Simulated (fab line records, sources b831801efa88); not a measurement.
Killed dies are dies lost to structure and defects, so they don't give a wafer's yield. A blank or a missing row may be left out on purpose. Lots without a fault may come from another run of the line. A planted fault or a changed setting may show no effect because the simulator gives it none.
Which tool did it? | flow gf180mcu | 13 lots, 39 wafers sampled, at 5 steps of a route of 602

WHAT THE GAUGES READ, wafer by wafer
GF_POLY_GATE_CD_MEAS_10: target cd 280 nm. Usual: cd_nm 280.5 nm, standard deviation 0.91.
lot  | measured     | on        | cd_nm (nm)        | flag
L692 | day 9 06:02  | cd_sem-01 | 281.6 281.3 281.1 |
L693 | day 9 17:22  | cd_sem-02 | 280.3 279.7 280.1 |
L694 | day 9 20:47  | cd_sem-02 | 280.7 279.8 279.6 |
L695 | day 10 05:43 | cd_sem-01 | 281.3 281.4 279.8 |
L696 | day 10 16:58 | cd_sem-01 | 280.1 282.2 282.5 |
L697 | day 11 01:59 | cd_sem-01 | 279.8 279.7 280.5 |
L698 | day 11 09:37 | cd_sem-01 | 280.0 280.8 281.0 |
L699 | day 11 13:34 | cd_sem-01 | 280.1 281.0 281.4 |
L700 | day 11 19:04 | cd_sem-01 | 279.3 279.4 279.6 |
L701 | day 12 00:29 | cd_sem-02 | 281.7 280.9 280.1 |
L706 | day 13 16:56 | cd_sem-02 | 280.1 281.4 282.0 |
L708 | day 14 05:57 | cd_sem-01 | 279.8 280.8 279.8 |
L711 | day 15 02:26 | cd_sem-02 | 280.9 279.7 280.0 |

GF_HV_LDD_CD_MEAS_07: target cd 400 nm. Usual: cd_nm 400.3 nm, standard deviation 2.1.
lot  | measured     | on        | cd_nm (nm)        | flag
L692 | day 10 00:41 | cd_sem-01 | 396.6 397.5 396.5 |
L693 | day 10 12:34 | cd_sem-01 | 397.3 397.5 398.2 |
L694 | day 10 16:47 | cd_sem-01 | 399.8 400.6 398.0 |
L695 | day 11 02:30 | cd_sem-01 | 401.2 400.4 401.7 |
L696 | day 11 13:51 | cd_sem-02 | 387.5 389.0 389.1 | OFF
L697 | day 11 22:34 | cd_sem-02 | 399.4 399.7 401.2 |
L698 | day 12 05:56 | cd_sem-02 | 390.1 387.4 391.2 | OFF
L699 | day 12 10:41 | cd_sem-01 | 390.3 389.6 390.0 | OFF
L700 | day 12 17:20 | cd_sem-01 | 402.4 400.1 405.2 |
L701 | day 12 21:55 | cd_sem-01 | 391.4 394.3 394.1 | OFF
L706 | day 14 14:52 | cd_sem-01 | 399.3 399.0 398.6 |
L708 | day 15 05:24 | cd_sem-01 | 400.4 400.3 399.4 |
L711 | day 16 01:08 | cd_sem-01 | 400.3 402.8 400.5 |

GF_HV_LDD_CD_MEAS_46: target cd 400 nm. Usual: cd_nm 400.6 nm, standard deviation 1.8.
lot  | measured     | on        | cd_nm (nm)        | flag
L692 | day 12 10:59 | cd_sem-02 | 400.3 403.4 401.9 |
L693 | day 12 21:37 | cd_sem-02 | 400.9 399.8 398.0 |
L694 | day 13 03:35 | cd_sem-01 | 402.6 402.1 402.4 |
L695 | day 13 13:37 | cd_sem-01 | 400.9 400.3 399.6 |
L696 | day 14 03:11 | cd_sem-01 | 400.3 400.4 401.1 |
L697 | day 14 12:26 | cd_sem-01 | 403.4 403.1 403.6 |
L698 | day 14 21:28 | cd_sem-02 | 404.4 403.0 403.8 |
L699 | day 15 02:23 | cd_sem-01 | 401.5 400.0 400.4 |
L700 | day 15 09:12 | cd_sem-02 | 399.8 399.5 401.6 |
L701 | day 15 13:53 | cd_sem-01 | 401.6 401.5 402.6 |
L706 | day 17 11:05 | cd_sem-01 | 403.5 401.8 402.8 |
L708 | day 18 00:59 | cd_sem-02 | 403.4 403.4 403.6 |
L711 | day 18 23:31 | cd_sem-01 | 397.3 399.6 396.4 |

WHICH TOOL RAN EACH LOT (tool, then ch and the chambers of the sampled wafers, then the start)
lot  | GF_VT_IMPLANT_STRIP_09               | GF_HV_LDD_EXPOSE_04
L692 | plasma_asher-04 ch 0,1, day 5 20:15  | iline_stepper-02 ch 0, day 9 16:51
L693 | plasma_asher-01 ch 0,1, day 6 03:41  | iline_stepper-02 ch 0, day 10 03:40
L694 | plasma_asher-01 ch 0,1, day 6 06:24  | iline_stepper-01 ch 0, day 10 08:28
L695 | plasma_asher-03 ch 0,1, day 6 14:57  | iline_stepper-01 ch 0, day 10 17:22
L696 | plasma_asher-04 ch 0,1, day 6 23:15  | iline_stepper-02 ch 0, day 11 04:43
L697 | plasma_asher-03 ch 0,1, day 7 08:41  | iline_stepper-01 ch 0, day 11 13:10
L698 | plasma_asher-03 ch 0,1, day 7 12:33  | iline_stepper-02 ch 0, day 11 20:43
L699 | plasma_asher-03 ch 0,1, day 7 16:57  | iline_stepper-02 ch 0, day 12 01:07
L700 | plasma_asher-01 ch 0,1, day 7 22:08  | iline_stepper-01 ch 0, day 12 07:35
L701 | plasma_asher-03 ch 0,1, day 8 03:11  | iline_stepper-02 ch 0, day 12 12:17
L706 | plasma_asher-03 ch 0,1, day 9 10:21  | iline_stepper-01 ch 0, day 14 04:56
L708 | plasma_asher-01 ch 0,1, day 9 23:14  | iline_stepper-01 ch 0, day 14 18:50
L711 | plasma_asher-04 ch 0,1, day 10 15:36 | iline_stepper-01 ch 0, day 15 14:31
- GF_VT_IMPLANT_STRIP_09: strips in O2/N2.
- GF_HV_LDD_EXPOSE_04: exposes mask Nplus LV AREA, target cd 400 nm.

WHAT THE TOOLS THEMSELVES READ (means of the sampled wafers that have a number; where no wafer has one, the mark that the record gives instead)
GF_VT_IMPLANT_STRIP_09. Usual: drypump_motor_current_A 5.98 A, standard deviation 0.29; heater_power_w 327 W, standard deviation 37; oes_product_au 0.716 a.u., standard deviation 0.0045; strip_time_to_endpoint_s 12.617 s, standard deviation 0.03.
lot  | tool            | drypump_motor_current_A (A) | heater_power_w (W) | oes_product_au (a.u.) | strip_time_to_endpoint_s (s) | flag
L692 | plasma_asher-04 | 6.13                        | 300                | 0.716                 | 12.641                       |
L693 | plasma_asher-01 | 5.92                        | 384                | 0.719                 | 12.572                       |
L694 | plasma_asher-01 | 5.90                        | 382                | 0.719                 | 12.638                       |
L695 | plasma_asher-03 | 5.91                        | 300                | 0.714                 | 12.626                       |
L696 | plasma_asher-04 | 6.16                        | 312                | 0.717                 | 12.609                       |
L697 | plasma_asher-03 | 5.77                        | 310                | 0.714                 | 12.603                       |
L698 | plasma_asher-03 | 5.78                        | 313                | 0.720                 | 12.642                       |
L699 | plasma_asher-03 | 5.79                        | 305                | 0.718                 | 12.636                       |
L700 | plasma_asher-01 | 6.16                        | 388                | 0.718                 | 12.636                       |
L701 | plasma_asher-03 | 5.88                        | 303                | 0.714                 | 12.608                       |
L706 | plasma_asher-03 | 5.79                        | 313                | 0.717                 | 12.615                       |
L708 | plasma_asher-01 | 6.18                        | 385                | 0.718                 | 12.607                       |
L711 | plasma_asher-04 | 6.16                        | 312                | 0.716                 | 12.612                       |

GF_HV_LDD_EXPOSE_04. Usual: exposure_dose_mJ_cm2 139.92, standard deviation 0.14.
lot  | tool             | exposure_dose_mJ_cm2 | flag
L692 | iline_stepper-02 | 140.01               |
L693 | iline_stepper-02 | 139.95               |
L694 | iline_stepper-01 | 139.79               |
L695 | iline_stepper-01 | 139.97               |
L696 | iline_stepper-02 | 133.41               | OFF
L697 | iline_stepper-01 | 139.89               |
L698 | iline_stepper-02 | 134.58               | OFF
L699 | iline_stepper-02 | 134.97               | OFF
L700 | iline_stepper-01 | 140.02               |
L701 | iline_stepper-02 | 136.76               | OFF
L706 | iline_stepper-01 | 139.67               |
L708 | iline_stepper-01 | 139.97               |
L711 | iline_stepper-01 | 139.96               |

THE ANSWER, worked out from the rows above alone
Rule: a lot is off if the mean of its wafers that have a number lies more than 3 standard deviations from the usual mean. A lot without any number at a reading at which 4 lots or more have one is off too. The other lots that the step has rows for count as sound. The gauges are gone through in route order, then the tools' own readings, and for those a lot's mean is taken as printed above. The first step at which some lot is off is used, and at that step the reading that is off furthest; a lot without a number counts as furthest.
Off: L696, L698, L699, L701, at GF_HV_LDD_CD_MEAS_07 (cd_nm).
A tool fits if, at a process step before that reading, it ran every lot that is off, and no sound lot after the first of them. The gauges at GF_HV_LDD_CD_MEAS_07 aren't tried: what is off there is off at GF_HV_LDD_EXPOSE_04 too, on other tools, and a gauge's error can't cause that. One fits: iline_stepper-02 at GF_HV_LDD_EXPOSE_04. Its last sound lot is L693 (day 10 03:40), its first lot that is off L696 (day 11 04:43): a fault that began between those two fits.
The tool's own readings at GF_HV_LDD_EXPOSE_04 bear it out: on the lots that are off they differ by more than 5 times the standard deviation of the sound lots' means. exposure_dose_mJ_cm2 reads 134.93 there against 139.91 on the sound lots.

WHAT THE SIMULATOR HAD PUT IN
Process parameter drift: iline_stepper-02, from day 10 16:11 on, at GF_HV_LDD_EXPOSE_04. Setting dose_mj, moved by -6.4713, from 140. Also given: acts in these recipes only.
Lots struck among those shown: L696, L698, L699, L701. The rule above found the same.
